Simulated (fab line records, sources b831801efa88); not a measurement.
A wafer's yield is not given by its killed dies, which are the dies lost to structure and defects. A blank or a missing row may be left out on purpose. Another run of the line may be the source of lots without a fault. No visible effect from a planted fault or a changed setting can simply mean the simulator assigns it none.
fab line records :: flow sky130
record:
  lots: 6
  wafers: 18
  last-day: 49
route steps=708 shown VT_ADJUST_LVTN@102 VT_ADJUST_NCORE@119
lots with no fault: from the same line, run without faults
start-h: hours from the record's opening day to when the first of the lot's shown wafers began :: wait-h: hours elapsed since this lot's preceding step :: " same as the row above :: L1.1+2: one row covering several wafers at once :: - no value, or no start given :: * or withheld: withheld :: < > ~ a bound
route shown NAME@n: a module of which the file shows steps, and the number in the route of the first :: usual: the fault-free wafers' mean and standard deviation :: same: alike in all rows :: chamber/n: place in a boat :: sites: per-site readings :: _std_site: standard deviation of those values :: _edge_site: outer sites' mean less inner sites' :: radius-mm: for every site, how far away it sits from the centre of the wafer :: mask NAME#n: copy n :: behind: tool/chamber where the wafer was last shaped :: hold: what put the lot on hold/how long, in hours/how the hold closed :: device: the n, p or np transistor that did not switch :: end of line: tests run on the same wafers once the route is complete :: a step with no rows: only its recipe :: killed: dies that structure and defects cost at the first sort, which is not the same as the wafer's yield :: map: a wafer's dies, x killed, . not, _ none there
set.NAME: the setting the step ran with; set.NAME@STEP: the setting that earlier step ran with :: model.NAME: the simulator's own value behind a step, which no gauge read
certain route steps with their lots: each step a table, each wafer a row
services: the hour from which a tool's chamber was out of use, counted from the record's first day as start-h (under 0 if before that day), plus the number of hours and why
== steps ==
step: SKY_VT_ADJUST_LVTN_PEB_05
recipe:
  temp-c: 115
  time-s: withheld
step: SKY_VT_ADJUST_LVTN_DEVELOP_06
recipe:
  wall-angle-deg: 90
  developer: TMAH
  develop-time-s: 60
  dev-temp-c: 23
step: SKY_VT_ADJUST_LVTN_OVL_MEAS_07
usual:
  VT_ADJUST_LVTN_OVL: -0.7/1.2
lot.wafer: L284.1
tool: overlay-01
chamber: -
start-h: 147.62
wait-h: -
VT_ADJUST_LVTN_OVL[nm]: -2.2

lot.wafer: L284.4
tool: overlay-01
chamber: -
start-h: 147.62
wait-h: -
VT_ADJUST_LVTN_OVL[nm]: -1.6

lot.wafer: L284.5
tool: overlay-01
chamber: -
start-h: 147.62
wait-h: -
VT_ADJUST_LVTN_OVL[nm]: -2.4

lot.wafer: L289.1
tool: overlay-01
chamber: -
start-h: 177.16
wait-h: -
VT_ADJUST_LVTN_OVL[nm]: -0.4

lot.wafer: L289.3
tool: overlay-01
chamber: -
start-h: 177.16
wait-h: -
VT_ADJUST_LVTN_OVL[nm]: -1.7

lot.wafer: L289.5
tool: overlay-01
chamber: -
start-h: 177.16
wait-h: -
VT_ADJUST_LVTN_OVL[nm]: -0.8

lot.wafer: L295.1
tool: overlay-02
chamber: -
start-h: 213.10
wait-h: -
VT_ADJUST_LVTN_OVL[nm]: 0.2

lot.wafer: L295.3
tool: overlay-02
chamber: -
start-h: 213.10
wait-h: -
VT_ADJUST_LVTN_OVL[nm]: -0.8

lot.wafer: L295.4
tool: overlay-02
chamber: -
start-h: 213.10
wait-h: -
VT_ADJUST_LVTN_OVL[nm]: 0.7

lot.wafer: L296.1
tool: overlay-01
chamber: -
start-h: 219.11
wait-h: -
VT_ADJUST_LVTN_OVL[nm]: -1.7

lot.wafer: L296.4
tool: overlay-01
chamber: -
start-h: 219.11
wait-h: -
VT_ADJUST_LVTN_OVL[nm]: -1.1

lot.wafer: L296.5
tool: overlay-01
chamber: -
start-h: 219.11
wait-h: -
VT_ADJUST_LVTN_OVL[nm]: -2.3

lot.wafer: L302.2
tool: overlay-02
chamber: -
start-h: 260.97
wait-h: -
VT_ADJUST_LVTN_OVL[nm]: -0.2

lot.wafer: L302.3
tool: overlay-02
chamber: -
start-h: 260.97
wait-h: -
VT_ADJUST_LVTN_OVL[nm]: 0.0

lot.wafer: L302.5
tool: overlay-02
chamber: -
start-h: 260.97
wait-h: -
VT_ADJUST_LVTN_OVL[nm]: 0.7

lot.wafer: L304.3
tool: overlay-02
chamber: -
start-h: 274.01
wait-h: -
VT_ADJUST_LVTN_OVL[nm]: -0.4

lot.wafer: L304.4
tool: overlay-02
chamber: -
start-h: 274.01
wait-h: -
VT_ADJUST_LVTN_OVL[nm]: -0.7

lot.wafer: L304.5
tool: overlay-02
chamber: -
start-h: 274.01
wait-h: -
VT_ADJUST_LVTN_OVL[nm]: -0.1
step: SKY_VT_ADJUST_LVTN_IMPLANT_08
recipe:
  species: B
  energy-kev: 30
  dose-cm2: 1.57e+12
  tilt-deg: withheld
step: SKY_VT_ADJUST_LVTN_STRIP_09
recipe:
  chemistry: O2/N2
  power-w: 1400
  pressure-mtorr: 1500
  platen-temp-c: withheld
  o2-flow-sccm: 3000
  n2-flow-sccm: 300
  overash-fraction: 0.5
usual:
  drypump-motor-current-A: 5.3/0.3
  oes-product-au: 0.722/0.0042
  strip-time-to-endpoint-s: 36.90/0.11
lot.wafer: L284.1
tool: plasma-asher-04
chamber: 1
start-h: 147.81
wait-h: 0.1
drypump-motor-current-A: 5.3
oes-product-au: 0.723
rf-hours-counter-h: 28
strip-time-to-endpoint-s: 36.77

lot.wafer: L284.4
tool: plasma-asher-04
chamber: 0
start-h: 147.81
wait-h: 0.1
drypump-motor-current-A: 5.1
oes-product-au: 0.722
rf-hours-counter-h: -
strip-time-to-endpoint-s: 36.82

lot.wafer: L284.5
tool: plasma-asher-04
chamber: 1
start-h: 147.81
wait-h: 0.1
drypump-motor-current-A: 5.3
oes-product-au: 0.719
rf-hours-counter-h: -
strip-time-to-endpoint-s: 36.72

lot.wafer: L289.1
tool: plasma-asher-04
chamber: 1
start-h: 177.35
wait-h: 0.1
drypump-motor-current-A: 5.3
oes-product-au: 0.724
rf-hours-counter-h: 31
strip-time-to-endpoint-s: 36.81

lot.wafer: L289.3
tool: plasma-asher-04
chamber: 0
start-h: 177.35
wait-h: 0.1
drypump-motor-current-A: 5.1
oes-product-au: 0.714
rf-hours-counter-h: -
strip-time-to-endpoint-s: 36.76

lot.wafer: L289.5
tool: plasma-asher-04
chamber: 1
start-h: 177.35
wait-h: 0.1
drypump-motor-current-A: 5.3
oes-product-au: 0.719
rf-hours-counter-h: -
strip-time-to-endpoint-s: 36.78

lot.wafer: L295.1
tool: plasma-asher-01
chamber: 0
start-h: 213.29
wait-h: 0.1
drypump-motor-current-A: 4.8
oes-product-au: 0.715
rf-hours-counter-h: 56
strip-time-to-endpoint-s: 36.99

lot.wafer: L295.3
tool: plasma-asher-01
chamber: 0
start-h: 213.29
wait-h: 0.1
drypump-motor-current-A: 4.8
oes-product-au: 0.723
rf-hours-counter-h: -
strip-time-to-endpoint-s: 37.00

lot.wafer: L295.4
tool: plasma-asher-01
chamber: 1
start-h: 213.29
wait-h: 0.1
drypump-motor-current-A: 5.4
oes-product-au: 0.722
rf-hours-counter-h: -
strip-time-to-endpoint-s: 37.02

lot.wafer: L296.1
tool: plasma-asher-04
chamber: 0
start-h: 219.30
wait-h: 0.1
drypump-motor-current-A: 5.2
oes-product-au: 0.720
rf-hours-counter-h: 35
strip-time-to-endpoint-s: 37.03

lot.wafer: L296.4
tool: plasma-asher-04
chamber: 0
start-h: 219.30
wait-h: 0.1
drypump-motor-current-A: 5.1
oes-product-au: 0.727
rf-hours-counter-h: -
strip-time-to-endpoint-s: 36.88

lot.wafer: L296.5
tool: plasma-asher-04
chamber: 0
start-h: 219.30
wait-h: 0.1
drypump-motor-current-A: 5.1
oes-product-au: 0.728
rf-hours-counter-h: -
strip-time-to-endpoint-s: 36.86

lot.wafer: L302.2
tool: plasma-asher-02
chamber: 1
start-h: 261.15
wait-h: 0.1
drypump-motor-current-A: 5.8
oes-product-au: 0.720
rf-hours-counter-h: 14
strip-time-to-endpoint-s: 36.85

lot.wafer: L302.3
tool: plasma-asher-02
chamber: 1
start-h: 261.15
wait-h: 0.1
drypump-motor-current-A: 5.8
oes-product-au: 0.717
rf-hours-counter-h: -
strip-time-to-endpoint-s: 36.75

lot.wafer: L302.5
tool: plasma-asher-02
chamber: 1
start-h: 261.15
wait-h: 0.1
drypump-motor-current-A: 5.8
oes-product-au: 0.728
rf-hours-counter-h: -
strip-time-to-endpoint-s: 36.90

lot.wafer: L304.3
tool: plasma-asher-04
chamber: 1
start-h: 274.22
wait-h: 0.1
drypump-motor-current-A: 5.2
oes-product-au: 0.721
rf-hours-counter-h: -
strip-time-to-endpoint-s: 36.95

lot.wafer: L304.4
tool: plasma-asher-04
chamber: 0
start-h: 274.22
wait-h: 0.1
drypump-motor-current-A: 5.1
oes-product-au: 0.712
rf-hours-counter-h: -
strip-time-to-endpoint-s: 36.93

lot.wafer: L304.5
tool: plasma-asher-04
chamber: 1
start-h: 274.22
wait-h: 0.1
drypump-motor-current-A: 5.3
oes-product-au: 0.726
rf-hours-counter-h: -
strip-time-to-endpoint-s: 36.89
step: SKY_VT_ADJUST_LVTN_TW_MEAS_10
usual:
  VT_ADJUST_LVTN_TW: 237.6/1.5
lot.wafer: L284.1
tool: film-metro-04
chamber: -
start-h: 147.91
wait-h: 0.1
VT_ADJUST_LVTN_TW: 241.4

lot.wafer: L284.4
tool: film-metro-04
chamber: -
start-h: 147.91
wait-h: 0.1
VT_ADJUST_LVTN_TW: 240.4

lot.wafer: L284.5
tool: film-metro-04
chamber: -
start-h: 147.91
wait-h: 0.1
VT_ADJUST_LVTN_TW: 240.5

lot.wafer: L289.1
tool: film-metro-03
chamber: -
start-h: 177.47
wait-h: 0.1
VT_ADJUST_LVTN_TW: 237.2

lot.wafer: L289.3
tool: film-metro-03
chamber: -
start-h: 177.47
wait-h: 0.1
VT_ADJUST_LVTN_TW: 237.4

lot.wafer: L289.5
tool: film-metro-03
chamber: -
start-h: 177.47
wait-h: 0.1
VT_ADJUST_LVTN_TW: 236.4

lot.wafer: L295.1
tool: film-metro-03
chamber: -
start-h: 213.39
wait-h: 0.1
VT_ADJUST_LVTN_TW: 238.0

lot.wafer: L295.3
tool: film-metro-03
chamber: -
start-h: 213.39
wait-h: 0.1
VT_ADJUST_LVTN_TW: 238.3

lot.wafer: L295.4
tool: film-metro-03
chamber: -
start-h: 213.39
wait-h: 0.1
VT_ADJUST_LVTN_TW: 238.8

lot.wafer: L296.1
tool: film-metro-03
chamber: -
start-h: 219.40
wait-h: 0.1
VT_ADJUST_LVTN_TW: 237.1

lot.wafer: L296.4
tool: film-metro-03
chamber: -
start-h: 219.40
wait-h: 0.1
VT_ADJUST_LVTN_TW: 237.2

lot.wafer: L296.5
tool: film-metro-03
chamber: -
start-h: 219.40
wait-h: 0.1
VT_ADJUST_LVTN_TW: 236.9

lot.wafer: L302.2
tool: film-metro-03
chamber: -
start-h: 261.26
wait-h: 0.1
VT_ADJUST_LVTN_TW: 236.5

lot.wafer: L302.3
tool: film-metro-03
chamber: -
start-h: 261.26
wait-h: 0.1
VT_ADJUST_LVTN_TW: 238.1

lot.wafer: L302.5
tool: film-metro-03
chamber: -
start-h: 261.26
wait-h: 0.1
VT_ADJUST_LVTN_TW: 237.0

lot.wafer: L304.3
tool: film-metro-03
chamber: -
start-h: 274.31
wait-h: 0.1
VT_ADJUST_LVTN_TW: 237.5

lot.wafer: L304.4
tool: film-metro-03
chamber: -
start-h: 274.31
wait-h: 0.1
VT_ADJUST_LVTN_TW: 235.9

lot.wafer: L304.5
tool: film-metro-03
chamber: -
start-h: 274.31
wait-h: 0.1
VT_ADJUST_LVTN_TW: 235.7
step: SKY_VT_ADJUST_LVTN_DEHYDRATE_11
recipe:
  temp-c: 200
  time-s: 60
step: SKY_VT_ADJUST_LVTN_HMDS_12
recipe:
  prime-time-s: 60
  prime-temp-c: 120
step: SKY_VT_ADJUST_LVTN_COAT_13
recipe:
  resist: NOVOLAK
  spin-rpm: 3000
  resist-thk-nm: 1140
step: SKY_VT_ADJUST_LVTN_SOFTBAKE_14
recipe:
  temp-c: 90
  time-s: 60
  resist: NOVOLAK
step: SKY_VT_ADJUST_LVTN_EXPOSE_15
recipe:
  mask-id: HVN_STD_DERIVED
  na: 0.6
  source-shape: conventional
  sigma-outer: 0.6
  polarization: unpolarized
  target-cd-nm: 600
  dose-mj: 163
step: SKY_VT_ADJUST_LVTN_PEB_16
recipe:
  temp-c: withheld
  time-s: *
  resist: NOVOLAK
step: SKY_VT_ADJUST_LVTN_DEVELOP_17
recipe:
  resist: NOVOLAK
  developer: TMAH
  develop-time-s: 60
  dev-temp-c: 23
usual:
  chill-plate-temp-C: 23.01/0.11
lot.wafer: L284.1
tool: litho-track-02
chamber: 0
start-h: 167.71
wait-h: 0.1
chill-plate-temp-C: 22.69

lot.wafer: L284.4
tool: litho-track-02
chamber: 0
start-h: 167.71
wait-h: 0.1
chill-plate-temp-C: 22.99

lot.wafer: L284.5
tool: litho-track-02
chamber: 0
start-h: 167.71
wait-h: 0.1
chill-plate-temp-C: 22.90

lot.wafer: L289.1
tool: litho-track-04
chamber: 0
start-h: 198.20
wait-h: 0.1
chill-plate-temp-C: 23.03

lot.wafer: L289.3
tool: litho-track-04
chamber: 0
start-h: 198.20
wait-h: 0.1
chill-plate-temp-C: 23.23

lot.wafer: L289.5
tool: litho-track-04
chamber: 0
start-h: 198.20
wait-h: 0.1
chill-plate-temp-C: 22.95

lot.wafer: L295.1
tool: litho-track-04
chamber: 0
start-h: 235.00
wait-h: 0.1
chill-plate-temp-C: 22.90

lot.wafer: L295.3
tool: litho-track-04
chamber: 0
start-h: 235.00
wait-h: 0.1
chill-plate-temp-C: 22.99

lot.wafer: L295.4
tool: litho-track-04
chamber: 0
start-h: 235.00
wait-h: 0.1
chill-plate-temp-C: 23.07

lot.wafer: L296.1
tool: litho-track-04
chamber: 0
start-h: 241.70
wait-h: 0.1
chill-plate-temp-C: 23.07

lot.wafer: L296.4
tool: litho-track-04
chamber: 0
start-h: 241.70
wait-h: 0.1
chill-plate-temp-C: 22.82

lot.wafer: L296.5
tool: litho-track-04
chamber: 0
start-h: 241.70
wait-h: 0.1
chill-plate-temp-C: 22.91

lot.wafer: L302.2
tool: litho-track-01
chamber: 0
start-h: 285.69
wait-h: 0.1
chill-plate-temp-C: 22.93

lot.wafer: L302.3
tool: litho-track-01
chamber: 0
start-h: 285.69
wait-h: 0.1
chill-plate-temp-C: 22.98

lot.wafer: L302.5
tool: litho-track-01
chamber: 0
start-h: 285.69
wait-h: 0.1
chill-plate-temp-C: 23.16

lot.wafer: L304.3
tool: litho-track-01
chamber: 0
start-h: 298.17
wait-h: 0.1
chill-plate-temp-C: 23.09

lot.wafer: L304.4
tool: litho-track-01
chamber: 0
start-h: 298.17
wait-h: 0.1
chill-plate-temp-C: 23.07

lot.wafer: L304.5
tool: litho-track-01
chamber: 0
start-h: 298.17
wait-h: 0.1
chill-plate-temp-C: 23.00
step: SKY_VT_ADJUST_LVTN_OVL_MEAS_18
usual:
  VT_ADJUST_LVTN_01_OVL: -0.1/1.2
lot.wafer: L284.1
tool: overlay-01
chamber: -
start-h: 167.86
wait-h: 0.1
VT_ADJUST_LVTN_01_OVL[nm]: 0.3

lot.wafer: L284.4
tool: overlay-01
chamber: -
start-h: 167.86
wait-h: 0.1
VT_ADJUST_LVTN_01_OVL[nm]: -0.2

lot.wafer: L284.5
tool: overlay-01
chamber: -
start-h: 167.86
wait-h: 0.1
VT_ADJUST_LVTN_01_OVL[nm]: 0.0

lot.wafer: L289.1
tool: overlay-01
chamber: -
start-h: 198.35
wait-h: 0.1
VT_ADJUST_LVTN_01_OVL[nm]: 0.5

lot.wafer: L289.3
tool: overlay-01
chamber: -
start-h: 198.35
wait-h: 0.1
VT_ADJUST_LVTN_01_OVL[nm]: 1.1

lot.wafer: L289.5
tool: overlay-01
chamber: -
start-h: 198.35
wait-h: 0.1
VT_ADJUST_LVTN_01_OVL[nm]: 0.4

lot.wafer: L295.1
tool: overlay-02
chamber: -
start-h: 235.15
wait-h: 0.1
VT_ADJUST_LVTN_01_OVL[nm]: -0.4

lot.wafer: L295.3
tool: overlay-02
chamber: -
start-h: 235.15
wait-h: 0.1
VT_ADJUST_LVTN_01_OVL[nm]: 0.3

lot.wafer: L295.4
tool: overlay-02
chamber: -
start-h: 235.15
wait-h: 0.1
VT_ADJUST_LVTN_01_OVL[nm]: -

lot.wafer: L296.1
tool: overlay-02
chamber: -
start-h: 241.85
wait-h: 0.1
VT_ADJUST_LVTN_01_OVL[nm]: -2.2

lot.wafer: L296.4
tool: overlay-02
chamber: -
start-h: 241.85
wait-h: 0.1
VT_ADJUST_LVTN_01_OVL[nm]: -

lot.wafer: L296.5
tool: overlay-02
chamber: -
start-h: 241.85
wait-h: 0.1
VT_ADJUST_LVTN_01_OVL[nm]: -

lot.wafer: L302.2
tool: overlay-02
chamber: -
start-h: 285.83
wait-h: 0.1
VT_ADJUST_LVTN_01_OVL[nm]: 1.4

lot.wafer: L302.3
tool: overlay-02
chamber: -
start-h: 285.83
wait-h: 0.1
VT_ADJUST_LVTN_01_OVL[nm]: 1.6

lot.wafer: L302.5
tool: overlay-02
chamber: -
start-h: 285.83
wait-h: 0.1
VT_ADJUST_LVTN_01_OVL[nm]: 0.7

lot.wafer: L304.3
tool: overlay-02
chamber: -
start-h: 298.28
wait-h: 0.1
VT_ADJUST_LVTN_01_OVL[nm]: -2.3

lot.wafer: L304.4
tool: overlay-02
chamber: -
start-h: 298.28
wait-h: 0.1
VT_ADJUST_LVTN_01_OVL[nm]: -1.0

lot.wafer: L304.5
tool: overlay-02
chamber: -
start-h: 298.28
wait-h: 0.1
VT_ADJUST_LVTN_01_OVL[nm]: -2.7
step: SKY_VT_ADJUST_LVTN_IMPLANT_19
recipe:
  species: B
  energy-kev: 30
  dose-cm2: 6.5e+11
  tilt-deg: withheld
step: SKY_VT_ADJUST_LVTN_STRIP_20
recipe:
  chemistry: O2/N2
  power-w: 1400
  pressure-mtorr: 1500
  platen-temp-c: withheld
  o2-flow-sccm: 3000
  n2-flow-sccm: 300
  overash-fraction: 0.5
usual:
  drypump-motor-current-A: 5.4/0.31
  oes-product-au: 0.716/0.0049
  strip-time-to-endpoint-s: 14.17/0.038
lot.wafer: L284.1
tool: plasma-asher-02
chamber: 1
start-h: 168.05
wait-h: 0.1
drypump-motor-current-A: 5.8
oes-product-au: 0.718
rf-hours-counter-h: 5
strip-time-to-endpoint-s: 14.15

lot.wafer: L284.4
tool: plasma-asher-02
chamber: 1
start-h: 168.05
wait-h: 0.1
drypump-motor-current-A: 5.8
oes-product-au: 0.719
rf-hours-counter-h: -
strip-time-to-endpoint-s: 14.17

lot.wafer: L284.5
tool: plasma-asher-02
chamber: 0
start-h: 168.05
wait-h: 0.1
drypump-motor-current-A: 5.5
oes-product-au: 0.716
rf-hours-counter-h: -
strip-time-to-endpoint-s: 14.18

lot.wafer: L289.1
tool: plasma-asher-01
chamber: 0
start-h: 198.54
wait-h: 0.1
drypump-motor-current-A: 4.8
oes-product-au: 0.718
rf-hours-counter-h: 54
strip-time-to-endpoint-s: 14.20

lot.wafer: L289.3
tool: plasma-asher-01
chamber: 1
start-h: 198.54
wait-h: 0.1
drypump-motor-current-A: 5.4
oes-product-au: 0.718
rf-hours-counter-h: -
strip-time-to-endpoint-s: 14.18

lot.wafer: L289.5
tool: plasma-asher-01
chamber: 0
start-h: 198.54
wait-h: 0.1
drypump-motor-current-A: 4.8
oes-product-au: 0.714
rf-hours-counter-h: -
strip-time-to-endpoint-s: 14.21

lot.wafer: L295.1
tool: plasma-asher-01
chamber: 1
start-h: 235.34
wait-h: 0.1
drypump-motor-current-A: 5.4
oes-product-au: 0.717
rf-hours-counter-h: 58
strip-time-to-endpoint-s: 14.23

lot.wafer: L295.3
tool: plasma-asher-01
chamber: 1
start-h: 235.34
wait-h: 0.1
drypump-motor-current-A: 5.4
oes-product-au: 0.720
rf-hours-counter-h: -
strip-time-to-endpoint-s: 14.21

lot.wafer: L295.4
tool: plasma-asher-01
chamber: 0
start-h: 235.34
wait-h: 0.1
drypump-motor-current-A: 4.8
oes-product-au: 0.714
rf-hours-counter-h: -
strip-time-to-endpoint-s: 14.26

lot.wafer: L296.1
tool: plasma-asher-01
chamber: 1
start-h: 242.04
wait-h: 0.1
drypump-motor-current-A: 5.4
oes-product-au: 0.718
rf-hours-counter-h: 59
strip-time-to-endpoint-s: 14.14

lot.wafer: L296.4
tool: plasma-asher-01
chamber: 1
start-h: 242.04
wait-h: 0.1
drypump-motor-current-A: 5.4
oes-product-au: 0.722
rf-hours-counter-h: -
strip-time-to-endpoint-s: 14.17

lot.wafer: L296.5
tool: plasma-asher-01
chamber: 1
start-h: 242.04
wait-h: 0.1
drypump-motor-current-A: 5.4
oes-product-au: 0.712
rf-hours-counter-h: -
strip-time-to-endpoint-s: 14.17

lot.wafer: L302.2
tool: plasma-asher-01
chamber: 1
start-h: 286.01
wait-h: 0.1
drypump-motor-current-A: 5.4
oes-product-au: 0.721
rf-hours-counter-h: 63
strip-time-to-endpoint-s: 14.13

lot.wafer: L302.3
tool: plasma-asher-01
chamber: 0
start-h: 286.01
wait-h: 0.1
drypump-motor-current-A: 4.8
oes-product-au: 0.717
rf-hours-counter-h: -
strip-time-to-endpoint-s: 14.09

lot.wafer: L302.5
tool: plasma-asher-01
chamber: 1
start-h: 286.01
wait-h: 0.1
drypump-motor-current-A: 5.4
oes-product-au: 0.717
rf-hours-counter-h: -
strip-time-to-endpoint-s: 14.10

lot.wafer: L304.3
tool: plasma-asher-04
chamber: 1
start-h: 298.49
wait-h: 0.1
drypump-motor-current-A: 5.3
oes-product-au: 0.713
rf-hours-counter-h: -
strip-time-to-endpoint-s: 14.14

lot.wafer: L304.4
tool: plasma-asher-04
chamber: 0
start-h: 298.49
wait-h: 0.1
drypump-motor-current-A: 5.1
oes-product-au: 0.715
rf-hours-counter-h: -
strip-time-to-endpoint-s: 14.15

lot.wafer: L304.5
tool: plasma-asher-04
chamber: 1
start-h: 298.49
wait-h: 0.1
drypump-motor-current-A: 5.3
oes-product-au: 0.711
rf-hours-counter-h: -
strip-time-to-endpoint-s: 14.12
step: SKY_VT_ADJUST_LVTN_TW_MEAS_21
usual:
  VT_ADJUST_LVTN_2_TW: 184.9/0.85
lot.wafer: L284.1
tool: film-metro-03
chamber: -
start-h: 168.15
wait-h: 0.1
VT_ADJUST_LVTN_2_TW: 185.5

lot.wafer: L284.4
tool: film-metro-03
chamber: -
start-h: 168.15
wait-h: 0.1
VT_ADJUST_LVTN_2_TW: 186.0

lot.wafer: L284.5
tool: film-metro-03
chamber: -
start-h: 168.15
wait-h: 0.1
VT_ADJUST_LVTN_2_TW: 184.1

lot.wafer: L289.1
tool: film-metro-01
chamber: -
start-h: 198.64
wait-h: 0.1
VT_ADJUST_LVTN_2_TW: 183.5

lot.wafer: L289.3
tool: film-metro-01
chamber: -
start-h: 198.64
wait-h: 0.1
VT_ADJUST_LVTN_2_TW: 184.3

lot.wafer: L289.5
tool: film-metro-01
chamber: -
start-h: 198.64
wait-h: 0.1
VT_ADJUST_LVTN_2_TW: 184.2

lot.wafer: L295.1
tool: film-metro-01
chamber: -
start-h: 235.44
wait-h: 0.1
VT_ADJUST_LVTN_2_TW: 184.1

lot.wafer: L295.3
tool: film-metro-01
chamber: -
start-h: 235.44
wait-h: 0.1
VT_ADJUST_LVTN_2_TW: 184.8

lot.wafer: L295.4
tool: film-metro-01
chamber: -
start-h: 235.44
wait-h: 0.1
VT_ADJUST_LVTN_2_TW: 29.6

lot.wafer: L296.1
tool: film-metro-01
chamber: -
start-h: 242.14
wait-h: 0.1
VT_ADJUST_LVTN_2_TW: 186.1

lot.wafer: L296.4
tool: film-metro-01
chamber: -
start-h: 242.14
wait-h: 0.1
VT_ADJUST_LVTN_2_TW: 29.6

lot.wafer: L296.5
tool: film-metro-01
chamber: -
start-h: 242.14
wait-h: 0.1
VT_ADJUST_LVTN_2_TW: 29.6

lot.wafer: L302.2
tool: film-metro-01
chamber: -
start-h: 286.12
wait-h: 0.1
VT_ADJUST_LVTN_2_TW: 185.6

lot.wafer: L302.3
tool: film-metro-01
chamber: -
start-h: 286.12
wait-h: 0.1
VT_ADJUST_LVTN_2_TW: 184.8

lot.wafer: L302.5
tool: film-metro-01
chamber: -
start-h: 286.12
wait-h: 0.1
VT_ADJUST_LVTN_2_TW: 184.8

lot.wafer: L304.3
tool: film-metro-03
chamber: -
start-h: 298.58
wait-h: 0.1
VT_ADJUST_LVTN_2_TW: 184.3

lot.wafer: L304.4
tool: film-metro-03
chamber: -
start-h: 298.58
wait-h: 0.1
VT_ADJUST_LVTN_2_TW: 183.9

lot.wafer: L304.5
tool: film-metro-03
chamber: -
start-h: 298.58
wait-h: 0.1
VT_ADJUST_LVTN_2_TW: 185.0
step: SKY_VT_ADJUST_NCORE_DEHYDRATE_00
recipe:
  temp-c: 200
  time-s: 60
== services ==
tool: plasma-asher-04
chamber: -
start-h: 224.37
hours: 14.6
kind: pm
== key ==
first-sign:
  step: SKY_VT_ADJUST_LVTN_OVL_MEAS_18
  reading: VT_ADJUST_LVTN_01_OVL
  direction: missing
effect:
  step: SKY_VT_ADJUST_LVTN_TW_MEAS_21
  reading: VT_ADJUST_LVTN_2_TW
  direction: down
  sigmas: 99+
  usual: 184.9
  struck: 29.6
met-at SKY_VT_ADJUST_LVTN_DEVELOP_17
struck-wafers L295.4,L296.4,L296.5
sort-left-out L295.4,L296.4,L296.5
tester-left-out L295,L296
onset-between 198.20 235.00
fault:
  kind: process-parameter-drift
  tool: litho-track-04
  chamber: -
  onset-h: 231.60
  steps: SKY_VT_ADJUST_LVTN_DEVELOP_17
  channel: develop-time-s
  offset: *
  shape: step
  end-h: 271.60
  scope: struck-wafers-only
  acts-in: *
  stated: *
tester-left-out: of these lots the tester's yield and bins aren't shown, on N5 and GAA mostly nor the transistor test; their killed dies are dies lost to structure and defects alone, not to doping, threshold or leakage, so they don't give the yield
sort-left-out: the simulated sort isn't trusted on such a fault, so these wafers' sort isn't shown, and their yield isn't known
